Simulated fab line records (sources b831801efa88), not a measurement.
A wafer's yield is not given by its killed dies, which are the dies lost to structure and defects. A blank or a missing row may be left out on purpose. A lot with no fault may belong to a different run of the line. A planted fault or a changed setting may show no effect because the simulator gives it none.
fab line records | flow gf180mcu
record: lots: 13 | wafers: 39 | last-day: 34
route steps=602 shown STI@13 DNWELL@39 LVPWELL@64 VT_IMPLANT@97
lots with no fault: from the same line, run without faults
start-h: start of the lot's first displayed wafer, in hours after the record's first day | wait-h: time in hours since the lot's previous step | " the same as in the row above | L1.1+2: several wafers, shown together as one row | - either no value or no given start | * or withheld: withheld | < > ~ a bound
route shown NAME@n: a module of which the file shows steps, and the number in the route of the first | usual: mean/standard deviation taken from wafers without a fault | same: alike in all rows | chamber/n: place in a boat | sites: the reading at each site | _std_site: their standard deviation | _edge_site: outer sites' mean less inner sites' | radius-mm: for every site, how far away it sits from the centre of the wafer | mask NAME#n: copy n | behind: the tool/chamber that last shaped the wafer | hold: reason for holding the lot/hours on hold/outcome of the hold | device: the n, p or np transistor that did not switch | end of line: the same wafers' tests at the end of the route | a step with no rows: only its recipe | killed: at the first sort, the dies lost to defects and structure; wafer yield is something else | map: the dies of a wafer, with x for killed, . for not killed, _ for no die there
set.NAME: setting as actually run; set.NAME@STEP: the setting as run at that earlier step | model.NAME: the simulator's own value behind a step, which no gauge read
a sample of lots followed through the steps of the route, with each step as a table and each wafer as a row
services: when a tool's chamber went out of use (start-h, in hours from the record's first day, below 0 if earlier), for how many hours, and the reason
== steps ==
step: GF_STI_CD_MEAS_12
recipe: target-cd-nm: 220
usual: cd-nm: 219.4/1.3
lot.wafer | tool      | chamber | start-h | wait-h | cd-nm
L421.2    | cd-sem-02 | -       | 24.59   | 0.1    | 220.7
L421.5    | "         | -       | "       | "      | 219.7
L421.6    | "         | -       | "       | "      | 219.5
L422.3    | cd-sem-02 | -       | 31.16   | 0.1    | 219.3
L422.4    | "         | -       | "       | "      | 220.9
L422.5    | "         | -       | "       | "      | 220.2
L423.1    | cd-sem-01 | -       | 36.02   | 0.1    | 220.4
L423.3    | "         | -       | "       | "      | 219.4
L423.6    | "         | -       | "       | "      | 220.5
L424.1    | cd-sem-02 | -       | 41.39   | 0.1    | 217.7
L424.5    | "         | -       | "       | "      | 218.6
L424.6    | "         | -       | "       | "      | 217.8
L425.1    | cd-sem-02 | -       | 45.75   | 0.3    | 219.5
L425.3    | "         | -       | "       | "      | 220.7
L425.4    | "         | -       | "       | "      | 219.3
L426.1    | cd-sem-02 | -       | 50.97   | 0.1    | 220.9
L426.3    | "         | -       | "       | "      | 221.1
L426.5    | "         | -       | "       | "      | 220.7
L427.1    | cd-sem-02 | -       | 57.48   | 0.1    | 219.0
L427.3    | "         | -       | "       | "      | 219.6
L427.6    | "         | -       | "       | "      | 220.3
L431.2    | cd-sem-01 | -       | 76.09   | 0.1    | 220.1
L431.3    | "         | -       | "       | "      | 219.7
L431.4    | "         | -       | "       | "      | 219.7
L433.1    | cd-sem-02 | -       | 87.32   | 0.1    | 218.3
L433.4    | "         | -       | "       | "      | 219.4
L433.5    | "         | -       | "       | "      | 219.1
L434.1    | cd-sem-02 | -       | 94.07   | 0.1    | 217.8
L434.2    | "         | -       | "       | "      | 218.8
L434.6    | "         | -       | "       | "      | 217.2
L435.4    | cd-sem-02 | -       | 97.29   | 0.1    | 219.6
L435.5    | "         | -       | "       | "      | 218.6
L435.6    | "         | -       | "       | "      | 219.9
L438.4    | cd-sem-02 | -       | 113.34  | 0.1    | 221.3
L438.5    | "         | -       | "       | "      | 220.9
L438.6    | "         | -       | "       | "      | 220.9
L444.2    | cd-sem-02 | -       | 143.45  | 0.1    | 221.6
L444.3    | "         | -       | "       | "      | 220.1
L444.6    | "         | -       | "       | "      | 220.6
step: GF_DNWELL_IMPLANT_07
recipe: species: P | energy-kev: 1500 | dose-cm2: 1e+13 | tilt-deg: 0
usual: beam-on-s: 9.98/0.2 | end-station-pressure-torr: 5.08e-06/2.6e-07 | faraday-current-uA: 56.5/1.1
lot.wafer | tool         | chamber | start-h | wait-h | beam-on-s | end-station-pressure-torr | faraday-current-uA
L421.2    | implanter-03 | 0       | 40.84   | -      | 10.17     | 5.42e-06                  | 55.5
L421.5    | "            | 0       | "       | "      | 9.67      | 4.64e-06                  | 58.1
L421.6    | "            | 0       | "       | "      | 10.09     | 5e-06                     | 55.7
L422.3    | implanter-03 | 0       | 48.77   | -      | 10.08     | 5.28e-06                  | 56.2
L422.4    | "            | 0       | "       | "      | 9.83      | 5e-06                     | 57.3
L422.5    | "            | 0       | "       | "      | 9.85      | 5.23e-06                  | 57.4
L423.1    | implanter-01 | 0       | 52.97   | -      | 10.06     | 4.76e-06                  | 55.8
L423.3    | "            | 0       | "       | "      | 9.97      | 4.91e-06                  | 56.5
L423.6    | "            | 0       | "       | "      | 9.57      | 4.69e-06                  | 58.7
L424.1    | implanter-02 | 0       | 58.22   | -      | 10.06     | 4.41e-06                  | 56.1
L424.5    | "            | 0       | "       | "      | 10.07     | 4.78e-06                  | 55.9
L424.6    | "            | 0       | "       | "      | 10.11     | 5.13e-06                  | 55.8
L425.1    | implanter-02 | 0       | 63.57   | -      | 10.07     | 5e-06                     | 56.3
L425.3    | "            | 0       | "       | "      | 9.78      | 5.45e-06                  | 57.4
L425.4    | "            | 0       | "       | "      | 9.87      | 5.03e-06                  | 57.1
L426.1    | implanter-01 | 0       | 70.27   | -      | 10.15     | 5e-06                     | 55.6
L426.3    | "            | 0       | "       | "      | 10.16     | 5.27e-06                  | 55.1
L426.5    | "            | 0       | "       | "      | 10.22     | 5.19e-06                  | 55.2
L427.1    | implanter-02 | 0       | 75.97   | -      | 10.12     | 5.13e-06                  | 55.6
L427.3    | "            | 0       | "       | "      | 10.09     | 5.34e-06                  | 55.8
L427.6    | "            | 0       | "       | "      | 10.04     | 4.77e-06                  | 56.4
L431.2    | implanter-02 | 0       | 95.92   | -      | 10.02     | 5.06e-06                  | 56.5
L431.3    | "            | 0       | "       | "      | 10.08     | 5.05e-06                  | 56.1
L431.4    | "            | 0       | "       | "      | 9.71      | 5.61e-06                  | 58.0
L433.1    | implanter-01 | 0       | 106.75  | -      | 9.55      | 5.28e-06                  | 58.9
L433.4    | "            | 0       | "       | "      | 9.83      | 5.34e-06                  | 57.4
L433.5    | "            | 0       | "       | "      | 9.93      | 4.93e-06                  | 56.8
L434.1    | implanter-02 | 0       | 112.32  | -      | 11.17     | 7.219e-05                 | 48.9
L434.2    | "            | 0       | "       | "      | 11.00     | 6.976e-05                 | 49.7
L434.6    | "            | 0       | "       | "      | 10.96     | 6.476e-05                 | 49.8
L435.4    | implanter-03 | 0       | 115.70  | -      | 10.16     | 4.94e-06                  | 55.6
L435.5    | "            | 0       | "       | "      | 10.16     | 5.04e-06                  | 55.6
L435.6    | "            | 0       | "       | "      | 9.95      | 5.27e-06                  | 56.8
L438.4    | implanter-02 | 0       | 133.04  | -      | 11.06     | 7.2e-05                   | 49.5
L438.5    | "            | 0       | "       | "      | 11.12     | 6.661e-05                 | 49.1
L438.6    | "            | 0       | "       | "      | 11.46     | 7.401e-05                 | 47.7
L444.2    | implanter-01 | 0       | 163.97  | -      | 10.19     | 5.07e-06                  | 55.3
L444.3    | "            | 0       | "       | "      | 10.30     | 5.13e-06                  | 55.0
L444.6    | "            | 0       | "       | "      | 10.25     | 4.91e-06                  | 55.1
step: GF_DNWELL_TW_MEAS_09
usual: DNWELL_TW: 1354/16
lot.wafer | tool          | chamber | start-h | wait-h | DNWELL_TW
L421.2    | film-metro-04 | -       | 41.08   | 0.1    | 1357
L421.5    | "             | -       | "       | "      | 1354
L421.6    | "             | -       | "       | "      | 1355
L422.3    | film-metro-04 | -       | 48.99   | 0.1    | 1384
L422.4    | "             | -       | "       | "      | 1380
L422.5    | "             | -       | "       | "      | 1380
L423.1    | film-metro-01 | -       | 53.22   | 0.1    | 1337
L423.3    | "             | -       | "       | "      | 1335
L423.6    | "             | -       | "       | "      | 1334
L424.1    | film-metro-01 | -       | 58.47   | 0.1    | 1331
L424.5    | "             | -       | "       | "      | 1336
L424.6    | "             | -       | "       | "      | 1341
L425.1    | film-metro-01 | -       | 63.82   | 0.1    | 1347
L425.3    | "             | -       | "       | "      | 1343
L425.4    | "             | -       | "       | "      | 1341
L426.1    | film-metro-04 | -       | 70.52   | 0.1    | 1372
L426.3    | "             | -       | "       | "      | 1369
L426.5    | "             | -       | "       | "      | 1376
L427.1    | film-metro-04 | -       | 76.22   | 0.1    | 1373
L427.3    | "             | -       | "       | "      | 1362
L427.6    | "             | -       | "       | "      | 1366
L431.2    | film-metro-01 | -       | 96.16   | 0.1    | 1335
L431.3    | "             | -       | "       | "      | 1335
L431.4    | "             | -       | "       | "      | 1342
L433.1    | film-metro-01 | -       | 107.00  | 0.1    | 1337
L433.4    | "             | -       | "       | "      | 1342
L433.5    | "             | -       | "       | "      | 1347
L434.1    | film-metro-02 | -       | 112.57  | 0.1    | 1422
L434.2    | "             | -       | "       | "      | 1424
L434.6    | "             | -       | "       | "      | 1418
L435.4    | film-metro-01 | -       | 115.90  | 0.1    | 1340
L435.5    | "             | -       | "       | "      | 1336
L435.6    | "             | -       | "       | "      | 1338
L438.4    | film-metro-01 | -       | 133.25  | 0.1    | 1387
L438.5    | "             | -       | "       | "      | 1396
L438.6    | "             | -       | "       | "      | 1377
L444.2    | film-metro-01 | -       | 164.20  | 0.1    | 1340
L444.3    | "             | -       | "       | "      | 1335
L444.6    | "             | -       | "       | "      | 1350
step: GF_LVPWELL_STRIP_10
recipe: chemistry: O2/N2 | power-w: 1400 | pressure-mtorr: 1500 | platen-temp-c: 250 | o2-flow-sccm: 3000 | n2-flow-sccm: 300 | overash-fraction: 0.5
usual: drypump-motor-current-A: 5.5/0.51 | heater-power-w: 290/12 | n2-flow-sccm: 300.0/0.7 | oes-product-au: 0.723/0.0044 | strip-time-to-endpoint-s: 36.94/0.092
same: overash-fraction: 0.5
lot.wafer | tool            | chamber | start-h | wait-h | drypump-motor-current-A | heater-power-w | n2-flow-sccm | oes-product-au | rf-hours-counter-h | strip-time-to-endpoint-s
L421.2    | plasma-asher-01 | 0       | 67.77   | 0.1    | 5.6                     | 275            | 300.2        | 0.725          | 40                 | 37.07
L421.5    | "               | 0       | "       | "      | 5.5                     | 273            | 299.4        | 0.727          | -                  | 37.02
L421.6    | "               | 1       | "       | "      | 4.9                     | 293            | 299.5        | 0.711          | -                  | 37.02
L422.3    | plasma-asher-01 | 0       | 75.42   | 0.1    | 5.6                     | 271            | 300.0        | 0.724          | -                  | 36.84
L422.4    | "               | 1       | "       | "      | 4.9                     | 305            | 298.7        | 0.717          | -                  | 37.00
L422.5    | "               | 0       | "       | "      | 5.5                     | 277            | 300.1        | 0.724          | -                  | 36.97
L423.1    | plasma-asher-02 | 0       | 80.57   | 0.1    | 6.3                     | 313            | 301.4        | 0.720          | 44                 | 36.85
L423.3    | "               | 1       | "       | "      | 5.5                     | 287            | 300.4        | 0.725          | -                  | 36.77
L423.6    | "               | 0       | "       | "      | 6.2                     | 303            | 299.0        | 0.725          | -                  | 36.76
L424.1    | plasma-asher-01 | 1       | 85.45   | 0.1    | 4.9                     | 301            | 300.1        | 0.727          | 42                 | 36.79
L424.5    | "               | 1       | "       | "      | 4.9                     | 299            | 299.6        | 0.728          | -                  | 36.85
L424.6    | "               | 0       | "       | "      | 5.6                     | 275            | 299.8        | 0.723          | -                  | 36.89
L425.1    | plasma-asher-01 | 1       | 90.92   | 0.1    | 4.9                     | 295            | 299.7        | 0.721          | 43                 | 37.04
L425.3    | "               | 1       | "       | "      | 4.9                     | 299            | 300.0        | 0.724          | -                  | 36.96
L425.4    | "               | 0       | "       | "      | 5.6                     | 278            | 300.2        | 0.729          | -                  | 37.02
L426.1    | plasma-asher-01 | 1       | 98.52   | 0.1    | 4.9                     | 297            | 299.2        | 0.728          | 44                 | 36.93
L426.3    | "               | 0       | "       | "      | 5.6                     | 269            | 299.0        | 0.726          | -                  | 37.00
L426.5    | "               | 1       | "       | "      | 4.9                     | 289            | 299.6        | 0.729          | -                  | 36.89
L427.1    | plasma-asher-01 | 0       | 104.37  | 0.1    | 5.5                     | 278            | 300.1        | 0.726          | 44                 | 37.04
L427.3    | "               | 0       | "       | "      | 5.5                     | 275            | 300.6        | 0.720          | -                  | 36.96
L427.6    | "               | 0       | "       | "      | 5.5                     | 281            | 300.9        | 0.729          | -                  | 37.03
L431.2    | plasma-asher-04 | 0       | 125.47  | 0.1    | 6.4                     | 296            | 301.9        | 0.720          | 28                 | 36.88
L431.3    | "               | 1       | "       | "      | 5.4                     | 282            | 299.8        | 0.727          | -                  | 36.81
L431.4    | "               | 0       | "       | "      | 6.5                     | 302            | 301.3        | 0.720          | -                  | 36.88
L433.1    | plasma-asher-01 | 0       | 137.42  | 0.1    | 5.6                     | 270            | 299.6        | 0.719          | 48                 | 36.88
L433.4    | "               | 1       | "       | "      | 4.9                     | 298            | 299.4        | 0.721          | -                  | 36.92
L433.5    | "               | 0       | "       | "      | 5.6                     | 274            | 300.0        | 0.726          | -                  | 36.88
L434.1    | plasma-asher-01 | 0       | 143.00  | 0.1    | 5.6                     | 280            | 297.9        | 0.726          | 49                 | 36.87
L434.2    | "               | 1       | "       | "      | 4.9                     | 291            | 300.2        | 0.723          | 49                 | 37.03
L434.6    | "               | 0       | "       | "      | 5.5                     | 273            | 299.2        | 0.725          | -                  | 37.00
L435.4    | plasma-asher-01 | 1       | 145.61  | 0.1    | 4.9                     | 285            | 299.9        | 0.724          | -                  | 37.01
L435.5    | "               | 0       | "       | "      | 5.6                     | 280            | 300.2        | 0.725          | -                  | 37.05
L435.6    | "               | 1       | "       | "      | 4.9                     | 299            | 298.5        | 0.720          | -                  | 36.99
L438.4    | plasma-asher-04 | 1       | 163.85  | 0.1    | 5.4                     | 289            | 299.8        | 0.725          | -                  | 36.91
L438.5    | "               | 0       | "       | "      | 6.4                     | 297            | 300.3        | 0.727          | -                  | 36.81
L438.6    | "               | 1       | "       | "      | 5.4                     | 288            | 299.9        | 0.724          | -                  | 36.87
L444.2    | plasma-asher-02 | 1       | 198.42  | 0.1    | 5.5                     | 298            | 299.9        | 0.727          | 8                  | 37.01
L444.3    | "               | 1       | "       | "      | 5.5                     | 314            | 299.8        | 0.720          | -                  | 36.98
L444.6    | "               | 0       | "       | "      | 6.3                     | 314            | 299.2        | 0.722          | -                  | 36.96
step: GF_VT_IMPLANT_OVL_MEAS_07
usual: VT_IMPLANT_OVL: -0.3/1.5
lot.wafer | tool       | chamber | start-h | wait-h | VT_IMPLANT_OVL[nm]
L421.2    | overlay-01 | -       | 109.95  | 0.1    | 0.5
L421.5    | "          | -       | "       | "      | 1.5
L421.6    | "          | -       | "       | "      | 0.7
L422.3    | overlay-01 | -       | 116.85  | 0.1    | -0.5
L422.4    | "          | -       | "       | "      | -0.6
L422.5    | "          | -       | "       | "      | -1.3
L423.1    | overlay-01 | -       | 123.80  | 0.1    | -0.2
L423.3    | "          | -       | "       | "      | 0.2
L423.6    | "          | -       | "       | "      | 0.4
L424.1    | overlay-01 | -       | 128.68  | 0.1    | 0.1
L424.5    | "          | -       | "       | "      | -1.9
L424.6    | "          | -       | "       | "      | -2.3
L425.1    | overlay-02 | -       | 134.47  | 0.1    | -1.3
L425.3    | "          | -       | "       | "      | 0.4
L425.4    | "          | -       | "       | "      | 2.2
L426.1    | overlay-02 | -       | 143.27  | 0.1    | 0.8
L426.3    | "          | -       | "       | "      | 1.5
L426.5    | "          | -       | "       | "      | 1.3
L427.1    | overlay-01 | -       | 149.23  | 0.1    | -0.3
L427.3    | "          | -       | "       | "      | -3.1
L427.6    | "          | -       | "       | "      | -0.5
L431.2    | overlay-02 | -       | 172.04  | 0.1    | -1.8
L431.3    | "          | -       | "       | "      | -3.8
L431.4    | "          | -       | "       | "      | -1.4
L433.1    | overlay-02 | -       | 184.98  | 0.1    | 2.1
L433.4    | "          | -       | "       | "      | 0.8
L433.5    | "          | -       | "       | "      | 2.1
L434.1    | overlay-02 | -       | 191.07  | 0.1    | 1.8
L434.2    | "          | -       | "       | "      | 0.6
L434.6    | "          | -       | "       | "      | 0.3
L435.4    | overlay-01 | -       | 195.30  | 0.1    | -1.1
L435.5    | "          | -       | "       | "      | 1.4
L435.6    | "          | -       | "       | "      | 0.1
L438.4    | overlay-02 | -       | 214.25  | 0.1    | 0.6
L438.5    | "          | -       | "       | "      | 0.1
L438.6    | "          | -       | "       | "      | -0.6
L444.2    | overlay-01 | -       | 253.28  | 0.1    | -1.2
L444.3    | "          | -       | "       | "      | -1.6
L444.6    | "          | -       | "       | "      | -2.0
== services ==
tool            | chamber | start-h | hours | kind
plasma-asher-02 | -       | 55.86   | 1.6   | repair
plasma-asher-02 | -       | 108.75  | 9.0   | pm
plasma-asher-02 | 0       | 108.75  | 9.0   | vent-cycle
plasma-asher-02 | 1       | 108.75  | 9.0   | vent-cycle
implanter-01    | -       | 111.49  | 1.3   | repair
implanter-02    | -       | 114.95  | 4.1   | pm
plasma-asher-02 | 0       | 117.75  | -     | clean
plasma-asher-02 | 1       | 117.75  | -     | clean
implanter-03    | -       | 123.46  | 16.2  | repair
plasma-asher-04 | -       | 145.10  | 3.4   | repair
plasma-asher-02 | -       | 156.70  | 4.9   | repair
implanter-02    | -       | 161.32  | 2.3   | repair
implanter-02    | -       | 161.43  | 5.5   | repair
plasma-asher-02 | -       | 193.31  | 3.3   | repair
implanter-02    | -       | 195.73  | 6.9   | repair
== key ==
first-sign: step: GF_DNWELL_IMPLANT_07 | reading: end-station-pressure-torr | direction: up | sigmas: 99+ | usual: 5.08e-06 | struck: 6.989e-05
effect: step: GF_DNWELL_IMPLANT_07 | reading: faraday-current-uA | direction: down | sigmas: 6.7 | usual: 56.5 | struck: 49.1
effect: step: GF_DNWELL_TW_MEAS_09 | reading: DNWELL_TW | direction: up | sigmas: 3.2 | usual: 1354 | struck: 1404
met-at GF_DNWELL_IMPLANT_07
struck-lots L434,L438
tester-left-out L434,L438
not-acting-at GF_STI_CD_MEAS_12,GF_LVPWELL_STRIP_10,GF_VT_IMPLANT_OVL_MEAS_07
onset-between 95.92 112.32
fault: kind: process-parameter-drift | tool: implanter-02 | chamber: - | onset-h: 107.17 | steps: GF_DNWELL_IMPLANT_07 | channel: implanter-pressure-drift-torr | offset: 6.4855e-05 | shape: step | end-h: 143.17
fault: kind: process-parameter-drift | tool: implanter-02 | chamber: - | onset-h: 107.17 | steps: GF_DNWELL_IMPLANT_07 | channel: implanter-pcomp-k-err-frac | offset: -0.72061 | shape: step | end-h: 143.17
tester-left-out: of these lots the tester's yield and bins aren't shown, on N5 and GAA mostly nor the transistor test; their killed dies are dies lost to structure and defects alone, not to doping, threshold or leakage, so they don't give the yield
